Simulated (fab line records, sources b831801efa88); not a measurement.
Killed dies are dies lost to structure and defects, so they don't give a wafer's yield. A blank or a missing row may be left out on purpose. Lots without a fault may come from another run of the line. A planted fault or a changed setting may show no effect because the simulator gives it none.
fab line records | flow sky130 | part 2 of 2: steps 22 to 33 of 33
record lots=5 wafers=15 last_day=50
route steps=708 shown POLY_GATE@217 LDD_N@237
lots that met no fault: from a run of the same line without faults
start_h: hours from the record's first day to the start of the lot's first wafer shown | wait_h: hours since the lot's step before | " the same as in the row above | L1.1+2: a row that stands for several wafers | - no value, or no start given | * or withheld: withheld | < > ~ a bound
route shown NAME@n: a module of which the file shows steps, and the number in the route of the first | usual: mean/standard deviation of fault-free wafers | same: alike in all rows | chamber/n: place in a boat | sites: the reading at each site | _std_site: their standard deviation | _edge_site: outer sites' mean less inner sites' | radius_mm: how far each site lies from the wafer's centre | mask NAME#n: copy n | behind: the tool/chamber that last shaped the wafer | hold: why the lot was held/for how many hours/how that ended | device: the transistor (n, p or np) that didn't switch | end of line: the same wafers' tests at the end of the route | a step without rows: its recipe alone | killed: dies lost to structure and defects at the first sort, not the wafer's yield | map: a wafer's dies, x killed, . not, _ none there
set.NAME: the setting as run; set.NAME@STEP: as run at that earlier step | model.NAME: the simulator's own value behind a step, which no gauge read
lots at some steps of the route; a table a step, a row a wafer
services: from which hour (start_h, from the record's first day; less than 0 if before it) a tool's chamber was out of use, for how many hours, and why
## steps
# step SKY_LDD_N_HMDS_01
# recipe prime_time_s=60 prime_temp_c=120
# usual chill_plate_temp_C=23.01/0.091 exhaust_pa=44.9/0.95
# columns lot.wafer tool chamber start_h wait_h chill_plate_temp_C exhaust_pa
L080.1 litho_track-03 0 455.41 0.1 23.11 44.9
L080.5 " 0 " " 23.09 44.8
L080.6 " 0 " " 22.99 44.4
L083.1 litho_track-04 0 469.20 0.1 22.98 45.5
L083.3 " 0 " " 22.94 43.9
L083.5 " 0 " " 22.91 45.6
L088.1 litho_track-02 0 513.95 0.1 23.06 45.3
L088.4 " 0 " " 22.98 46.0
L088.6 " 0 " " 22.81 44.6
L090.3 litho_track-03 0 524.66 0.1 23.03 43.6
L090.4 " 0 " " 23.14 43.2
L090.6 " 0 " " 22.95 44.5
L094.1 litho_track-03 0 570.31 0.1 23.18 43.4
L094.2 " 0 " " 23.01 41.9
L094.5 " 0 " " 23.02 43.2
# step SKY_LDD_N_COAT_02
# recipe resist=NOVOLAK spin_rpm=3000 resist_thk_nm=300
# usual chill_plate_temp_C=22.99/0.12 exhaust_pa=45.4/0.85
# columns lot.wafer tool chamber start_h wait_h chill_plate_temp_C exhaust_pa
L080.1 litho_track-03 0 455.56 0.1 23.05 46.7
L080.5 " 0 " " 23.04 45.1
L080.6 " 0 " " 22.88 45.3
L083.1 litho_track-04 0 469.35 0.1 22.98 46.6
L083.3 " 0 " " 22.98 46.6
L083.5 " 0 " " 22.87 45.2
L088.1 litho_track-02 0 514.10 0.1 23.05 44.3
L088.4 " 0 " " 23.07 45.3
L088.6 " 0 " " 23.06 44.5
L090.3 litho_track-03 0 524.81 0.1 23.18 45.8
L090.4 " 0 " " 23.11 46.0
L090.6 " 0 " " 23.17 46.6
L094.1 litho_track-03 0 570.46 0.1 23.05 43.8
L094.2 " 0 " " 23.09 44.6
L094.5 " 0 " " 23.04 44.8
# step SKY_LDD_N_SOFTBAKE_03
# recipe temp_c=90 time_s=60 resist=NOVOLAK
# usual chill_plate_temp_C=23.02/0.11 exhaust_pa=45.0/0.75 heater_power_total_W=56.60/0.054
# columns lot.wafer tool chamber start_h wait_h chill_plate_temp_C exhaust_pa heater_power_total_W
L080.1 litho_track-03 0 455.71 0.1 23.06 44.5 56.59
L080.5 " 0 " " 22.98 44.9 56.61
L080.6 " 0 " " 23.05 45.4 56.60
L083.1 litho_track-04 0 469.50 0.1 22.94 45.2 56.62
L083.3 " 0 " " 22.97 42.7 56.57
L083.5 " 0 " " 22.88 45.2 56.64
L088.1 litho_track-02 0 514.25 0.1 23.00 44.9 56.60
L088.4 " 0 " " 23.00 44.2 56.69
L088.6 " 0 " " 22.93 44.9 56.61
L090.3 litho_track-03 0 524.96 0.1 23.17 45.7 56.50
L090.4 " 0 " " 23.15 46.4 56.69
L090.6 " 0 " " 23.12 45.7 56.65
L094.1 litho_track-03 0 570.61 0.1 22.99 46.3 56.47
L094.2 " 0 " " 23.03 44.1 56.61
L094.5 " 0 " " 23.03 44.7 56.56
# step SKY_LDD_N_EXPOSE_04
# recipe mask_id=NTM target_cd_nm=840 na=0.6 source_shape=conventional sigma_outer=0.6 dose_mj=110
# columns lot.wafer tool chamber start_h wait_h mask
L080.1+5+6 iline_stepper-01 0 - - NTM#0
L083.1+3+5 iline_stepper-01 0 - - NTM#0
L088.1+4+6 iline_stepper-01 0 - - NTM#0
L090.3+4+6 iline_stepper-02 0 - - NTM#0
L094.1+2+5 iline_stepper-02 0 - - NTM#0
# step SKY_LDD_N_PEB_05
# recipe temp_c=withheld time_s=* resist=NOVOLAK
# usual chill_plate_temp_C=* exhaust_pa=45.1/0.81
# columns lot.wafer tool chamber start_h wait_h chill_plate_temp_C exhaust_pa
L080.1 litho_track-02 0 - - * 46.0
L080.5 " 0 " " * 44.7
L080.6 " 0 " " * 45.7
L083.1 litho_track-02 0 - - * 45.2
L083.3 " 0 " " * 45.2
L083.5 " 0 " " * 45.6
L088.1 litho_track-02 0 - - * 45.3
L088.4 " 0 " " * 45.8
L088.6 " 0 " " * 45.5
L090.3 litho_track-03 0 - - * 44.1
L090.4 " 0 " " * 45.8
L090.6 " 0 " " * 46.0
L094.1 litho_track-04 0 - - * 46.5
L094.2 " 0 " " * 44.8
L094.5 " 0 " " * 44.9
# step SKY_LDD_N_DEVELOP_06
# recipe develop_time_s=60 dev_temp_c=23
# usual chill_plate_temp_C=23.01/0.11 exhaust_pa=45.0/1
# columns lot.wafer tool chamber start_h wait_h chill_plate_temp_C exhaust_pa
L080.1 litho_track-02 0 470.30 0.1 23.03 43.5
L080.5 " 0 " " 23.20 44.5
L080.6 " 0 " " 22.99 43.4
L083.1 litho_track-02 0 485.70 0.1 23.10 46.9
L083.3 " 0 " " 22.93 45.4
L083.5 " 0 " " 23.11 45.8
L088.1 litho_track-02 0 529.05 0.1 22.99 45.9
L088.4 " 0 " " 23.01 45.8
L088.6 " 0 " " 22.90 44.7
L090.3 litho_track-03 0 539.26 0.1 23.06 44.5
L090.4 " 0 " " 23.14 45.3
L090.6 " 0 " " 23.05 43.8
L094.1 litho_track-04 0 585.80 0.1 22.97 45.8
L094.2 " 0 " " 23.00 46.4
L094.5 " 0 " " 22.96 45.7
# step SKY_LDD_N_OVL_MEAS_07
# usual LDD_N_OVL=-0.5/1.5
# columns lot.wafer tool chamber start_h wait_h LDD_N_OVL[nm]
L080.1 overlay-01 - 470.45 0.1 -2.8
L080.5 " - " " -1.2
L080.6 " - " " -2.4
L083.1 overlay-02 - 485.85 0.1 -0.3
L083.3 " - " " 0.7
L083.5 " - " " -0.3
L088.1 overlay-02 - 529.20 0.1 1.3
L088.4 " - " " -0.6
L088.6 " - " " 0.6
L090.3 overlay-01 - 539.37 0.1 -2.5
L090.4 " - " " -3.0
L090.6 " - " " -3.2
L094.1 overlay-02 - 585.95 0.1 0.7
L094.2 " - " " -1.5
L094.5 " - " " -0.8
# step SKY_LDD_N_IMPLANT_08
# recipe species=As energy_kev=20 dose_cm2=7.5e+13 tilt_deg=withheld rotation_deg=23
# columns lot.wafer tool chamber start_h wait_h
L080.1+5+6 implanter-04 0 470.49 0.0
L083.1+3+5 implanter-04 0 485.89 0.0
L088.1+4+6 implanter-04 0 529.24 0.0
L090.3+4+6 implanter-03 0 539.44 0.1
L094.1+2+5 implanter-04 0 585.98 0.0
# step SKY_LDD_N_IMPLANT_09
# recipe species=As energy_kev=20 dose_cm2=7.5e+13 tilt_deg=withheld rotation_deg=113
# columns lot.wafer tool chamber start_h wait_h
L080.1+5+6 implanter-04 0 470.64 0.1
L083.1+3+5 implanter-04 0 486.04 0.1
L088.1+4+6 implanter-04 0 529.39 0.1
L090.3+4+6 implanter-03 0 539.59 0.1
L094.1+2+5 implanter-04 0 586.13 0.1
# step SKY_LDD_N_IMPLANT_10
# recipe species=As energy_kev=20 dose_cm2=7.5e+13 tilt_deg=withheld rotation_deg=203
# columns lot.wafer tool chamber start_h wait_h
L080.1+5+6 implanter-04 0 470.79 0.1
L083.1+3+5 implanter-04 0 486.19 0.1
L088.1+4+6 implanter-04 0 529.54 0.1
L090.3+4+6 implanter-03 0 539.74 0.1
L094.1+2+5 implanter-04 0 586.28 0.1
# step SKY_LDD_N_IMPLANT_11
# recipe species=As energy_kev=20 dose_cm2=7.5e+13 tilt_deg=withheld rotation_deg=293
# columns lot.wafer tool chamber start_h wait_h
L080.1+5+6 implanter-04 0 470.94 0.1
L083.1+3+5 implanter-04 0 486.34 0.1
L088.1+4+6 implanter-04 0 529.69 0.1
L090.3+4+6 implanter-03 0 539.89 0.1
L094.1+2+5 implanter-04 0 586.43 0.1
# step SKY_LDD_N_IMPLANT_12
# recipe species=BF2 energy_kev=50 dose_cm2=5e+12 tilt_deg=30 rotation_deg=0
# columns lot.wafer tool chamber start_h wait_h
L080.1+5+6 implanter-04 0 471.09 0.1
L083.1+3+5 implanter-04 0 486.49 0.1
L088.1+4+6 implanter-04 0 529.84 0.1
L090.3+4+6 implanter-03 0 540.04 0.1
L094.1+2+5 implanter-04 0 586.58 0.1
## services
# columns tool chamber start_h hours kind
lpcvd-02 - 383.48 2.8 pm
implanter-04 - 399.49 2.7 repair
furnace-01 - 402.94 3.5 pm
rie_diel-03 2 403.01 19.1 repair
rie_diel-03 0 403.40 14.3 repair
implanter-03 - 406.04 3.6 pm
rie_diel-04 - 406.97 14.6 pm
implanter-04 - 413.85 6.4 repair
krf_scanner-02 - 436.97 0.8 pm
furnace-01 - 437.97 1.5 pm
rie_diel-03 2 449.35 12.2 repair
rie_diel-03 1 450.79 2.9 repair
rie_si-02 - 467.82 0.6 repair
rie_diel-04 - 478.06 0.2 repair
implanter-03 - 488.34 6.5 pm
rie_diel-04 - 494.12 0.5 repair
rie_diel-03 2 512.11 4.5 repair
iline_stepper-01 - 512.70 0.6 repair
krf_scanner-02 - 544.02 1.3 pm
krf_scanner-02 - 548.85 1.0 pm
iline_stepper-01 - 549.89 1.3 repair
implanter-04 - 552.04 3.9 repair
furnace-01 - 569.96 4.5 pm
implanter-03 - 571.60 5.9 repair
